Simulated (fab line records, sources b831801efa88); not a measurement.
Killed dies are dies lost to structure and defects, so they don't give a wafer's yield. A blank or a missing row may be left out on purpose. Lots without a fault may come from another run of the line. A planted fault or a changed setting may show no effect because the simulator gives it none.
Chamber matching | flow sfq_line | SFQ_TRILAYER_I3_CMP_CMP_082 on cmp-01: 4 sister chambers
The step polishes SiO2. 8 wafers are shown with their chamber, then 9 later ones without.

WAFERS WITH THEIR CHAMBER
wafer  | chamber | motor_current_A (A) | time_to_endpoint_s (s)
L248.3 | 0       | 9.8                 | 201
L249.2 | 2       | 10.4                | 203
L249.5 | 0       | 9.7                 | 199
L250.6 | 2       | 9.6                 | 221
L255.4 | 1       | 11.3                | 233
L255.3 | 3       | 10.0                | 214
L255.5 | 1       | 11.4                | 227
L257.1 | 3       | 9.5                 | 212

WAFERS WITHOUT THEIR CHAMBER
wafer  | motor_current_A (A) | time_to_endpoint_s (s)
L257.3 | 9.6                 | 216
L257.4 | 11.0                | 224
L259.1 | 9.6                 | 221
L259.3 | 10.0                | 191
L259.5 | 9.5                 | 217
L262.3 | 10.3                | 185
L262.4 | 10.9                | 224
L263.3 | 10.0                | 195
L263.5 | 9.2                 | 211

WHICH CHAMBER EACH WENT THROUGH
wafer  | from the rows above          | in truth
L257.3 | can't be placed: 3 or 2 or 0 | 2
L257.4 | 1                            | 1
L259.1 | can't be placed: 3 or 2 or 0 | 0
L259.3 | can't be placed: 0 or 2 or 3 | 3
L259.5 | can't be placed: 3 or 2 or 0 | 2
L262.3 | can't be placed: 0 or 2 or 3 | 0
L262.4 | can't be placed: 1 or 2      | 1
L263.3 | can't be placed: 0 or 2 or 3 | 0
L263.5 | can't be placed: 3 or 0 or 2 | 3
Placed correctly: 1 of 9. Can't be placed from these rows: 8 (the true chamber is among the candidates in 8). Placed wrongly: 0.
How it was worked out, from the rows above alone: a wafer's distance from a chamber is the root of the sum, over the readings, of the square of ((its reading less the chamber's mean) divided by the reading's scatter). The wafer belongs to the nearest chamber; if the next one is less than 2 further off, it can't be placed. A chamber's mean is the mean of its shown wafers. The scatter: the root of (the sum of the squares of (reading less its chamber's mean) over the shown wafers, divided by (wafers less chambers)).
